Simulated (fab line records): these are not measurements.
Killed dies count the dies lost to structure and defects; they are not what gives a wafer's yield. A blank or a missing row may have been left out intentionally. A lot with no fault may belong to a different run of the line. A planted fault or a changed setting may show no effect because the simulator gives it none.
Struck lot and sound lot, side by side + flow sky130 + 14 out of 708 route steps
Sound: these wafers, L305.3, L305.4, L305.5. Wafers L297.2, L297.3, L297.5 were the ones struck. Last of all comes the cause.
Per side, at each step with rows, come the tool, then ch with its chambers, and then its first start. Under that, the readings that differ: sound wafers + struck wafers + difference of the means + sigmas: that difference in standard deviations of wafers without a fault.
alike: same words and numbers on both sides, and readings whose means sit less than 2 such deviations apart. not compared: any withheld reading, any reading some wafer has no value for, any bound like >300 that may hide the same value, and any number with overlapping values for which the record gives no deviation.
The two part at a step that has a row with sigmas, a row that says differs or no value, or rows on one side only. Numbers that don't overlap but have no deviation are shown without sigmas and don't part them. Lack of a reading on every wafer of one side parts them only where that side has two or more wafers.

first, 2 steps without rows for these wafers: SKY_VIA4_PEB_09; SKY_VIA4_DEVELOP_10 (develop time 60 s).
SKY_VIA4_OVL_MEAS_11:
  sound on overlay-02 at day 47 09:14; struck on overlay-01 at day 45 07:26
  alike: VIA4_OVL
SKY_VIA4_ETCH_12: etches SiO2 in C4F8/O2/Ar, stops on TiN, target depth 580 nm.
  sound on rie diel-02 ch 0,1, day 47 09:15; struck on rie diel-04 ch 1,3, day 45 07:28
  alike: oes product au
SKY_VIA4_STRIP_13: strips in O2/N2.
  sound on plasma asher-04 ch 0,1, day 47 09:22; struck on plasma asher-04 ch 0,1, day 45 07:32
  alike: drypump motor current A, o2 flow sccm, oes product au, strip time to endpoint s
  not compared: rf hours counter h
then, 3 steps without rows for these wafers: SKY_VIA4_STRIP_14 (strips in post etch residue remover, time 1200 s); SKY_VIA4_CLEAN_15 (cleans in IPA, time 180 s); SKY_VIA4_CLEAN_16 (cleans in O3/DIW).
SKY_VIA4_SPUTTER_17: material TiN, target thk 20 nm, time 80 s.
  sound on pvd sputter-03 at day 47 09:55; struck on pvd sputter-02 at day 45 08:10
  alike: throttle valve pct
SKY_VIA4_CVD_18: deposits W, target thk 505 nm, time 152.14 s.
  sound on cvd w-02 ch 0,1, day 47 10:02; struck on cvd w-02 ch 0,1, day 45 08:14
  alike: heater power w
SKY_VIA4_RS_MEAS_19: a four-point-probe measurement.
  sound on film metro-04 at day 47 10:10; struck on film metro-04 at day 45 08:24
  alike: VIA4_W_RS
SKY_VIA4_THK_MEAS_20: measures by xrf.
  sound on film metro-04 at day 47 10:16; struck on film metro-04 at day 45 08:31
  alike: VIA4_W_THK
SKY_VIA4_CMP_21: polishes, stops on SiO2, t overpolish 25 s, target thk 0 nm.
  sound on cmp-02 ch 1,2, day 47 10:26; struck on cmp-02 ch 0,1,3, day 45 08:37
  no value came back on the struck wafers for any of 5 readings (edge zone pressure frac, head pressure psi (psi) and others); on the sound wafers edge zone pressure frac reads 1.003 1.001 1.005
| reading                                  | sound             | struck            | difference | sigmas |
|------------------------------------------|-------------------|-------------------|------------|--------|
| model.W_of_VIA4_CVD_18.thk nm (nm)       | 0 0 0             | 507.3 500.6 504.1 | +504.0     |        |
| model.SiO2_of_VIA4_HDPCVD_00.thk nm (nm) | 571.7 575.5 575.4 | 577.3 581 578.8   | +4.8       |        |
-- the record jumps here: 3 days lie between the struck wafers' starts before and after (it left off in module VIA4 and takes up again in module PAD_OPEN, whose first step shown is number 708 of the route) --
SKY_PAD_OPEN_PROBE_99:
  sound on prober-02 at day 49 20:12; struck on prober-02 at day 48 03:09
| reading                  | sound          | struck                                                               | difference                   | sigmas      |
|--------------------------|----------------|----------------------------------------------------------------------|------------------------------|-------------|
| hold                     | - - -          | await dispo/5.5h/scrap await dispo/5.5h/scrap await dispo/5.5h/scrap | no value on the sound wafers |             |
| defect limited yield (%) | 82.7 80.9 82.3 | 0 0 0                                                                | -82                          | -41         |
| killed_at_M4_up          | 5 2 5          | 415 427 412                                                          | +414                         | +99 or more |
| killed dies              | 85 94 87       | 492 492 492                                                          | +403                         | +42         |
| killed on rim            | 15 14 16       | 96 96 96                                                             | +81                          | +19         |
| sort_bin_3_pad_short (%) | 0 1.6 1.2      | 83.9 87.6 82.9                                                       | +83.9                        | +99 or more |
| sort n pass              | 407 398 405    | 0 0 0                                                                | -403                         | -42         |
| sort yield pct (%)       | 82.7 80.9 82.3 | 0 0 0                                                                | -82                          | -41         |
  alike: killed_at_M0_to_M3, killed at contacts, killed at front end, killed at other, killed open, killed short, sort_bin_5_function, sort_bin_6_memory

== WHERE THEY PART ==
Earliest at SKY_VIA4_CMP_21; latest, in this record, at SKY_PAD_OPEN_PROBE_99.

WHY: the cause the simulator had injected
Whole step skipped at SKY_VIA4_CMP_21 on cmp-02, starting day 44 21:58. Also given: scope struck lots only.
